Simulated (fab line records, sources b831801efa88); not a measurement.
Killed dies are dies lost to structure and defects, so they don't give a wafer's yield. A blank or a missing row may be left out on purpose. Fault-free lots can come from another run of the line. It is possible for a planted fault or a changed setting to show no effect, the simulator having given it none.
fab line records	flow sky130
record lots=5	wafers=27
route steps=708 shown FIELD_ISO@19 GATE_OXIDE@188 POLY_GATE@226 POLY_CUT@314 LI_CONTACT@381
start_h: hours from the record's first day to the start of the lot's first wafer shown	wait_h: hours since the lot's step before	" the same as in the row above	L1.1+2: several wafers, shown together as one row	- no value, or no start was given	* or withheld: withheld	< > ~ a bound
route shown NAME@n: a module of which the file shows steps, and the number in the route of the first	usual: average and standard deviation across the fault-free wafers	same: alike in all rows	chamber/n: place in a boat	sites: each site's reading	_std_site: the values' standard deviation	_edge_site: outer sites' mean less inner sites'	radius_mm: for every site, how far away it sits from the centre of the wafer	mask NAME#n: copy n	behind: the last tool/chamber to shape the wafer	hold: reason for holding the lot/hours on hold/outcome of the hold	device: whichever transistor did not switch (one of n, p or np)	end of line: the route-end tests of the same wafers	a step with no rows: only its recipe	killed: not the wafer's yield, but the dies lost to structure and defects at the first sort	map: the dies of a wafer, with x for killed, . for not killed, _ for no die there
set.NAME: the setting the step ran with; set.NAME@STEP: the setting that earlier step ran with	model.NAME: the simulator's own value behind a step, which no gauge read
lots run with intentionally changed settings; tables by step, rows by wafer
## steps
# step SKY_FIELD_ISO_WET_ETCH_18
# recipe chemistry=H3PO4	target_depth_nm=25	temp_c=160	target=Si3N4	time_s=286
lot.wafer	tool	chamber	start_h	wait_h	set.time_s	model.Si3N4_of_FIELD_ISO_CVD_03.thk_nm
L074.2	wet_bench-04	3	31.61	0.0	286	124.8
L074.3	"	3	"	"	286	124.1
L074.5	"	3	"	"	286	124
L076.1	-	-	-	0.0	286	123.3
L076.2	"	-	"	"	286	121.8
L076.3+6	"	-	"	"	286	123.2
L076.4	"	-	"	"	286	125.2
L076.5	"	-	"	"	286	123.5
L081.1	-	-	-	0.0	286	123.8
L081.2+3	"	-	"	"	286	123.1
L081.4	"	-	"	"	286	121.5
L081.5	"	-	"	"	286	123.5
L081.6	"	-	"	"	286	122.8
L082.1	-	-	-	0.0	209.5	131.4
L082.2	"	-	"	"	209.5	132.4
L082.3	"	-	"	"	209.5	134.3
L082.4	"	-	"	"	209.5	131.5
L082.5	"	-	"	"	209.5	131.7
L082.6	"	-	"	"	209.5	130.7
L085.1	-	-	-	0.0	416.5	113.2
L085.2	"	-	"	"	416.5	113.8
L085.3	"	-	"	"	416.5	114.2
L085.4	"	-	"	"	416.5	112.7
L085.5	"	-	"	"	416.5	115.1
L085.6	"	-	"	"	416.5	115.5
# step SKY_GATE_OXIDE_OXIDATION_01
# recipe temp_c=900	ambient=O2	stabilise_s=600	purge_s=300	target_thk_a=102.68	ox_time_s=1473
lot.wafer	tool	chamber	start_h	wait_h	set.ox_time_s	model.SiO2_of_GATE_OXIDE_OXIDATION_01.thk_nm
L074.2	furnace-01	0	282.18	0.2	1473	10.37
L074.3	"	0	"	"	1473	10.26
L074.5	"	0	"	"	1473	10.28
L076.1	-	-	-	0.0	1034	8.124
L076.2	"	-	"	"	1034	8.105
L076.3	"	-	"	"	1034	8.135
L076.4	"	-	"	"	1034	8.069
L076.5	"	-	"	"	1034	8.101
L076.6	"	-	"	"	1034	8.138
L081.1	-	-	-	0.5	2008	13.03
L081.2	"	-	"	"	2008	13.16
L081.3+5	"	-	"	"	2008	13.14
L081.4	"	-	"	"	2008	13.21
L081.6	"	-	"	"	2008	13.13
L082.1	-	-	-	1.3	1066	8.096
L082.2	"	-	"	"	1066	8.078
L082.3	"	-	"	"	1066	8.045
L082.4	"	-	"	"	1066	8.098
L082.5	"	-	"	"	1066	8.306
L082.6	"	-	"	"	1066	8.1
L085.1	-	-	-	1.4	1962	12.42
L085.2+3	"	-	"	"	1962	12.5
L085.4	"	-	"	"	1962	12.63
L085.5	"	-	"	"	1962	12.6
L085.6	"	-	"	"	1962	12.55
# step SKY_GATE_OXIDE_THK_MEAS_02
# recipe reads=SiO2_of_GATE_OXIDE_OXIDATION_01
# usual GATE_OXIDE_OXIDATION_00_THK=10.34/0.17
lot.wafer	tool	chamber	start_h	wait_h	set.ox_time_s@GATE_OXIDE_OXIDATION_01	GATE_OXIDE_OXIDATION_00_THK[nm]
L074.2	film_metro-04	-	283.60	0.0	1473	10.36
L074.3	"	-	"	"	1473	10.29
L074.5	"	-	"	"	1473	10.29
L076.1	film_metro-01	-	-	-	1034	8.10
L076.2	"	-	"	"	1034	8.16
L076.3	"	-	"	"	1034	8.12
L076.4	"	-	"	"	1034	8.05
L076.5	"	-	"	"	1034	8.12
L076.6	"	-	"	"	1034	8.13
L081.1	film_metro-04	-	-	-	2008	13.00
L081.2	"	-	"	"	2008	13.11
L081.3	"	-	"	"	2008	13.15
L081.4	"	-	"	"	2008	13.21
L081.5	"	-	"	"	2008	13.16
L081.6	"	-	"	"	2008	13.14
L082.1	film_metro-02	-	-	-	1066	8.10
L082.2	"	-	"	"	1066	8.02
L082.3	"	-	"	"	1066	8.10
L082.4	"	-	"	"	1066	8.10
L082.5	"	-	"	"	1066	8.31
L082.6	"	-	"	"	1066	8.11
L085.1	film_metro-02	-	-	-	1962	12.45
L085.2	"	-	"	"	1962	12.50
L085.3	"	-	"	"	1962	12.54
L085.4	"	-	"	"	1962	12.67
L085.5	"	-	"	"	1962	12.61
L085.6	"	-	"	"	1962	12.55
# step SKY_GATE_OXIDE_DEHYDRATE_03
# recipe temp_c=200	time_s=60
# step SKY_GATE_OXIDE_HMDS_04
# recipe prime_time_s=60	prime_temp_c=120
# step SKY_GATE_OXIDE_CLEAN_15
# recipe chemistry=SC1/SC2	mix=1:4:20	temp_c=70	time_s=150	dry=n2_spin
# step SKY_GATE_OXIDE_OXIDATION_16
# recipe temp_c=800	ambient=O2	idle_temp_c=700	ramp_up_c_per_min=10	ramp_down_c_per_min=3	stabilise_s=600	purge_s=300	target_thk_a=35.7	ox_time_s=1915
lot.wafer	tool	chamber	start_h	wait_h	set.ox_time_s@GATE_OXIDE_OXIDATION_01	model.SiO2_of_GATE_OXIDE_OXIDATION_01.thk_nm
L074.2	furnace-02	0	308.47	0.0	1473	11.73
L074.3+5	"	0	"	"	1473	11.65
L076.1	furnace-02	0	326.68	0.8	1034	9.652
L076.2	"	0	"	"	1034	9.675
L076.3	"	0	"	"	1034	9.677
L076.4	"	0	"	"	1034	9.609
L076.5	"	0	"	"	1034	9.645
L076.6	"	0	"	"	1034	9.702
L081.1	furnace-02	0	370.61	0.5	2008	14.19
L081.2+5+6	"	0	"	"	2008	14.32
L081.3	"	0	"	"	2008	14.31
L081.4	"	0	"	"	2008	14.37
L082.1	furnace-02	0	383.24	1.0	1066	9.597
L082.2	"	0	"	"	1066	9.586
L082.3	"	0	"	"	1066	9.566
L082.4	"	0	"	"	1066	9.63
L082.5	"	0	"	"	1066	9.803
L082.6	"	0	"	"	1066	9.659
L085.1	furnace-01	0	399.07	0.0	1962	13.63
L085.2	"	0	"	"	1962	13.73
L085.3	"	0	"	"	1962	13.71
L085.4	"	0	"	"	1962	13.84
L085.5	"	0	"	"	1962	13.82
L085.6	"	0	"	"	1962	13.75
# step SKY_POLY_GATE_DEVELOP_12
# recipe develop_time_s=60	resist=KrF-thick	dev_temp_c=21
lot.wafer	tool	chamber	start_h	wait_h	set.develop_time_s
L074.2+3+5	litho_track-04	0	-	-	60
L076.1+4+6	litho_track-01	0	-	-	60
L076.2+3+5	"	0	"	"	84.37
L081.1+3+6	litho_track-01	0	-	-	60
L081.2+4+5	"	0	"	"	79
L082.1+3+6	litho_track-01	0	-	-	60
L082.2+4+5	"	0	"	"	82.58
L085.1+2+4	litho_track-04	0	-	-	27.88
L085.3+5+6	"	0	"	"	60
# step SKY_POLY_GATE_CD_MEAS_13
# recipe target_cd_nm=150
# usual cd_nm=150.8/1.3
lot.wafer	tool	chamber	start_h	wait_h	set.develop_time_s@POLY_GATE_DEVELOP_12	cd_nm
L074.2	cd_sem-01	-	370.26	-	60	150.8
L074.3	"	-	"	"	60	150.1
L074.5	"	-	"	"	60	151.5
L076.1	cd_sem-02	-	388.67	-	60	151.5
L076.2	"	-	"	"	84.37	144.6
L076.3	"	-	"	"	84.37	145.9
L076.4	"	-	"	"	60	150.0
L076.5	"	-	"	"	84.37	145.7
L076.6	"	-	"	"	60	150.9
L081.1	cd_sem-02	-	438.82	-	60	153.4
L081.2	"	-	"	"	79	147.8
L081.3	"	-	"	"	60	153.2
L081.4	"	-	"	"	79	149.3
L081.5	"	-	"	"	79	148.5
L081.6	"	-	"	"	60	152.6
L082.1	cd_sem-01	-	448.12	-	60	151.7
L082.2	"	-	"	"	82.58	146.1
L082.3	"	-	"	"	60	151.6
L082.4	"	-	"	"	82.58	146.5
L082.5	"	-	"	"	82.58	146.8
L082.6	"	-	"	"	60	152.2
L085.1	cd_sem-01	-	464.89	-	27.88	161.8
L085.2	"	-	"	"	27.88	161.1
L085.3	"	-	"	"	60	149.2
L085.4	"	-	"	"	27.88	162.6
L085.5	"	-	"	"	60	149.1
L085.6	"	-	"	"	60	150.1
# step SKY_POLY_GATE_ETCH_15
# recipe chemistry=N2/H2	target=BARC	ion_energy_ev=200	source_w=500	bias_w=100	pressure_mtorr=30	n2_flow_sccm=100	h2_flow_sccm=200	stop_on=SiO2	time_s=118.5	target_depth_a=1100
lot.wafer	tool	chamber	start_h	wait_h	set.develop_time_s@POLY_GATE_DEVELOP_12	model.POLY_GATE.cd_nm
L074.2	rie_diel-03	2	370.39	0.0	60	152.1
L074.3	"	0	"	"	60	153.1
L074.5	"	0	"	"	60	152.5
L076.1	rie_diel-04	2	388.83	0.0	60	154.7
L076.2	"	1	"	"	84.37	146.2
L076.3	"	3	"	"	84.37	144.9
L076.4	"	0	"	"	60	152.6
L076.5	"	1	"	"	84.37	147.1
L076.6	"	2	"	"	60	153.3
L081.1	rie_diel-04	0	438.98	0.0	60	155.9
L081.2	"	1	"	"	79	150.9
L081.3	"	3	"	"	60	154.2
L081.4	"	2	"	"	79	152.5
L081.5	"	1	"	"	79	151.2
L081.6	"	2	"	"	60	155.1
L082.1	rie_diel-03	3	448.28	0.0	60	150.6
L082.2	"	0	"	"	82.58	146.1
L082.3	"	1	"	"	60	149.3
L082.4	"	2	"	"	82.58	148.1
L082.5	"	1	"	"	82.58	145.6
L082.6	"	2	"	"	60	153
L085.1	rie_diel-01	1	465.04	0.0	27.88	162.1
L085.2	"	3	"	"	27.88	161.5
L085.3	"	2	"	"	60	147
L085.4	"	0	"	"	27.88	166.5
L085.5	"	1	"	"	60	150.2
L085.6	"	0	"	"	60	152.3
# step SKY_POLY_GATE_ETCH_16
# recipe stop_on=poly-Si	chemistry=CH3F/O2	target=Si3N4	source_w=400	bias_w=80	pressure_mtorr=25	ch3f_flow_sccm=40	O2_flow_sccm=30	time_s=147.5	target_depth_a=750
# step SKY_POLY_GATE_ETCH_17
# recipe target_depth_nm=180	stop_on=SiO2	over_etch_frac=0.56667	chemistry=HBr/Cl2	target=poly-Si	icp_w=400	bias_w=100	pressure_mtorr=10	HBr_flow_sccm=150	Cl2_flow_sccm=50	time_s=69.55
lot.wafer	tool	chamber	start_h	wait_h	set.develop_time_s@POLY_GATE_DEVELOP_12	model.POLY_GATE.cd_nm
L074.2+3	rie_si-02	2,3	370.57	0.0	60	153.5
L074.5	"	1	"	"	60	153.4
L076.1	rie_si-02	0	389.01	0.0	60	155.5
L076.2	"	3	"	"	84.37	144.2
L076.3	"	2	"	"	84.37	145.4
L076.4	"	1	"	"	60	152
L076.5	"	1	"	"	84.37	146.7
L076.6	"	2	"	"	60	154.6
L081.1	rie_si-02	2	439.16	0.0	60	156.5
L081.2	"	1	"	"	79	151.6
L081.3	"	3	"	"	60	154.2
L081.4	"	0	"	"	79	153.3
L081.5	"	3	"	"	79	151.7
L081.6	"	2	"	"	60	155.8
L082.1	rie_si-02	3	448.46	0.0	60	151.3
L082.2	"	2	"	"	82.58	147.3
L082.3	"	0	"	"	60	149
L082.4	"	1	"	"	82.58	148.5
L082.5	"	3	"	"	82.58	145.6
L082.6	"	2	"	"	60	152.7
L085.1	rie_si-01	1	465.22	0.0	27.88	161.4
L085.2	"	3	"	"	27.88	159.7
L085.3	"	0	"	"	60	148
L085.4	"	2	"	"	27.88	166.8
L085.5	"	1	"	"	60	149.1
L085.6	"	2	"	"	60	152.9
# step SKY_POLY_GATE_STRIP_18
# recipe chemistry=O2/N2	power_w=1400	pressure_mtorr=1500	platen_temp_c=withheld	o2_flow_sccm=3000	n2_flow_sccm=300	overash_fraction=0.5
# step SKY_POLY_GATE_CLEAN_19
# recipe chemistry=SC1/SC2	mix=1:4:20	temp_c=70	time_s=150	dry=n2_spin
# step SKY_POLY_GATE_OXIDATION_20
# recipe temp_c=850	ambient=O2	stabilise_s=600	purge_s=300	target_thk_a=40	ox_time_s=899
# step SKY_POLY_GATE_CD_MEAS_22
# usual cd_nm=151.8/2.7
lot.wafer	tool	chamber	start_h	wait_h	set.develop_time_s@POLY_GATE_DEVELOP_12	cd_nm
L074.2	cd_sem-02	-	373.48	0.1	60	153.6
L074.3	"	-	"	"	60	153.6
L074.5	"	-	"	"	60	153.5
L076.1	cd_sem-02	-	391.03	0.1	60	155.4
L076.2	"	-	"	"	84.37	144.5
L076.3	"	-	"	"	84.37	145.3
L076.4	"	-	"	"	60	152.2
L076.5	"	-	"	"	84.37	146.8
L076.6	"	-	"	"	60	154.2
L081.1	cd_sem-01	-	440.67	0.1	60	156.5
L081.2	"	-	"	"	79	151.6
L081.3	"	-	"	"	60	154.2
L081.4	"	-	"	"	79	153.6
L081.5	"	-	"	"	79	151.5
L081.6	"	-	"	"	60	155.6
L082.1	cd_sem-02	-	449.97	0.1	60	151.3
L082.2	"	-	"	"	82.58	147.3
L082.3	"	-	"	"	60	148.8
L082.4	"	-	"	"	82.58	148.6
L082.5	"	-	"	"	82.58	145.4
L082.6	"	-	"	"	60	152.5
L085.1	cd_sem-01	-	467.82	0.1	27.88	161.4
L085.2	"	-	"	"	27.88	159.7
L085.3	"	-	"	"	60	147.7
L085.4	"	-	"	"	27.88	166.9
L085.5	"	-	"	"	60	148.7
L085.6	"	-	"	"	60	152.9
# step SKY_POLY_CUT_DEVELOP_07
# recipe develop_time_s=60	resist=KrF-thick	dev_temp_c=21
lot.wafer	tool	chamber	start_h	wait_h	set.develop_time_s
L074.2+3+5	litho_track-02	0	-	-	60
L076.1+2+3+4+5+6	litho_track-03	0	-	-	60
L081.1+2+3	litho_track-03	0	-	-	60
L081.4+5+6	"	0	"	"	35.16
L082.1+2+3+4+5+6	litho_track-02	0	-	-	60
L085.1+4+5	litho_track-02	0	-	-	75.21
L085.2+3+6	"	0	"	"	60
# step SKY_POLY_CUT_CD_MEAS_08
# recipe target_cd_nm=270
# usual cd_nm=269.9/1.7
lot.wafer	tool	chamber	start_h	wait_h	set.develop_time_s@POLY_CUT_DEVELOP_07	cd_nm
L074.2	cd_sem-01	-	562.82	-	60	271.2
L074.3	"	-	"	"	60	269.1
L074.5	"	-	"	"	60	269.5
L076.1	cd_sem-01	-	578.97	-	60	269.9
L076.2	"	-	"	"	60	271.2
L076.3	"	-	"	"	60	270.2
L076.4	"	-	"	"	60	271.1
L076.5	"	-	"	"	60	270.7
L076.6	"	-	"	"	60	269.7
L081.1	cd_sem-01	-	644.22	-	60	270.5
L081.2	"	-	"	"	60	270.3
L081.3	"	-	"	"	60	271.2
L081.4	"	-	"	"	35.16	260.0
L081.5	"	-	"	"	35.16	260.9
L081.6	"	-	"	"	35.16	259.2
L082.1	cd_sem-01	-	644.65	-	60	269.1
L082.2	"	-	"	"	60	267.8
L082.3	"	-	"	"	60	267.9
L082.4	"	-	"	"	60	269.2
L082.5	"	-	"	"	60	268.5
L082.6	"	-	"	"	60	268.8
L085.1	cd_sem-01	-	651.15	-	75.21	277.2
L085.2	"	-	"	"	60	273.7
L085.3	"	-	"	"	60	273.6
L085.4	"	-	"	"	75.21	278.5
L085.5	"	-	"	"	75.21	276.1
L085.6	"	-	"	"	60	273.1
# step SKY_POLY_CUT_ETCH_10
# recipe chemistry=N2/H2	target=BARC	ion_energy_ev=200	source_w=500	bias_w=100	pressure_mtorr=30	n2_flow_sccm=100	h2_flow_sccm=200	stop_on=SiO2	time_s=45.9	target_depth_a=600
lot.wafer	tool	chamber	start_h	wait_h	set.develop_time_s@POLY_CUT_DEVELOP_07	model.POLY_CUT.cd_nm
L074.2	rie_diel-01	1	562.96	0.0	60	272.3
L074.3	"	2	"	"	60	269.6
L074.5	"	0	"	"	60	270.4
L076.1	rie_diel-01	0	579.13	0.0	60	270.9
L076.2+5	"	3	"	"	60	271.9
L076.3	"	1	"	"	60	271
L076.4	"	2	"	"	60	271.1
L076.6	"	2	"	"	60	270.4
L081.1	rie_diel-01	1	644.38	0.0	60	271.3
L081.2	"	0	"	"	60	270.8
L081.3	"	3	"	"	60	271.1
L081.4	"	2	"	"	35.16	259.4
L081.5	"	0	"	"	35.16	261.4
L081.6	"	3	"	"	35.16	259.3
L082.1	rie_diel-04	3	644.81	0.0	60	269.3
L082.2+3	"	1,2	"	"	60	267.7
L082.4	"	0	"	"	60	269.6
L082.5	"	1	"	"	60	268.2
L082.6	"	0	"	"	60	268.7
L085.1	rie_diel-01	3	651.31	0.0	75.21	277.9
L085.2	"	0	"	"	60	274.6
L085.3	"	2	"	"	60	273.4
L085.4	"	1	"	"	75.21	279.2
L085.5	"	0	"	"	75.21	276.6
L085.6	"	3	"	"	60	273.2
# step SKY_LI_CONTACT_SPUTTER_19
# recipe material=Ti	target_thk_nm=20	chamber_pressure_pa=5	power_w=2500	substrate_temp_c=200	time_s=106.37
lot.wafer	tool	chamber	start_h	wait_h	set.time_s	model.Ti_of_LI_CONTACT_SPUTTER_19.thk_nm
L074.2	pvd_sputter-04	-	681.10	0.0	106.37	19.97
L074.3	"	-	"	"	106.37	19.7
L074.5	"	-	"	"	106.37	19.74
L076.1	pvd_sputter-01	-	696.76	0.0	106.37	20.28
L076.2	"	-	"	"	106.37	20.42
L076.3	"	-	"	"	106.37	20.32
L076.4	"	-	"	"	106.37	20.12
L076.5	"	-	"	"	106.37	20.31
L076.6	"	-	"	"	106.37	20.35
L081.1	pvd_sputter-03	-	759.33	0.0	106.37	20.1
L081.2	"	-	"	"	54.95	10.71
L081.3	"	-	"	"	106.37	20.45
L081.4	"	-	"	"	54.95	10.54
L081.5	"	-	"	"	106.37	20.25
L081.6	"	-	"	"	54.95	10.66
L082.1	pvd_sputter-03	-	760.16	0.0	59.05	11
L082.2	"	-	"	"	106.37	20.24
L082.3	"	-	"	"	106.37	20
L082.4	"	-	"	"	59.05	11.3
L082.5	"	-	"	"	106.37	20.19
L082.6	"	-	"	"	59.05	11.01
L085.1	pvd_sputter-03	-	765.35	0.0	74.8	14.19
L085.2	"	-	"	"	106.37	20.47
L085.3	"	-	"	"	74.8	14.32
L085.4	"	-	"	"	106.37	20.17
L085.5	"	-	"	"	74.8	14.54
L085.6	"	-	"	"	106.37	20.46
## key
split step=SKY_FIELD_ISO_WET_ETCH_18	setting=time_s	stated=286	by=lot
response step=SKY_FIELD_ISO_WET_ETCH_18	reading=model.Si3N4_of_FIELD_ISO_CVD_03.thk_nm	change=-0.24	per=1%	r=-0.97
split step=SKY_GATE_OXIDE_OXIDATION_01	setting=ox_time_s	stated=1473	by=lot
response step=SKY_GATE_OXIDE_OXIDATION_01	reading=model.SiO2_of_GATE_OXIDE_OXIDATION_01.thk_nm	change=+0.0744	per=1%	r=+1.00
response step=SKY_GATE_OXIDE_THK_MEAS_02	reading=GATE_OXIDE_OXIDATION_00_THK	change=+0.0745	per=1%	r=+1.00
response step=SKY_GATE_OXIDE_OXIDATION_16	reading=model.SiO2_of_GATE_OXIDE_OXIDATION_01.thk_nm	change=+0.069	per=1%	r=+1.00
split step=SKY_POLY_GATE_DEVELOP_12	setting=develop_time_s	stated=60	by=wafer
response step=SKY_POLY_GATE_CD_MEAS_13	reading=cd_nm	change=-0.177	per=1%	r=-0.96
response step=SKY_POLY_GATE_ETCH_15	reading=model.POLY_GATE.cd_nm	change=-0.188	per=1%	r=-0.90
response step=SKY_POLY_GATE_ETCH_17	reading=model.POLY_GATE.cd_nm	change=-0.184	per=1%	r=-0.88
response step=SKY_POLY_GATE_CD_MEAS_22	reading=cd_nm	change=-0.184	per=1%	r=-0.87
split step=SKY_POLY_CUT_DEVELOP_07	setting=develop_time_s	stated=60	by=wafer
response step=SKY_POLY_CUT_CD_MEAS_08	reading=cd_nm	change=+0.227	per=1%	r=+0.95
response step=SKY_POLY_CUT_ETCH_10	reading=model.POLY_CUT.cd_nm	change=+0.238	per=1%	r=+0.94
split step=SKY_LI_CONTACT_SPUTTER_19	setting=time_s	stated=106.37	by=wafer
response step=SKY_LI_CONTACT_SPUTTER_19	reading=model.Ti_of_LI_CONTACT_SPUTTER_19.thk_nm	change=+0.201	per=1%	r=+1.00
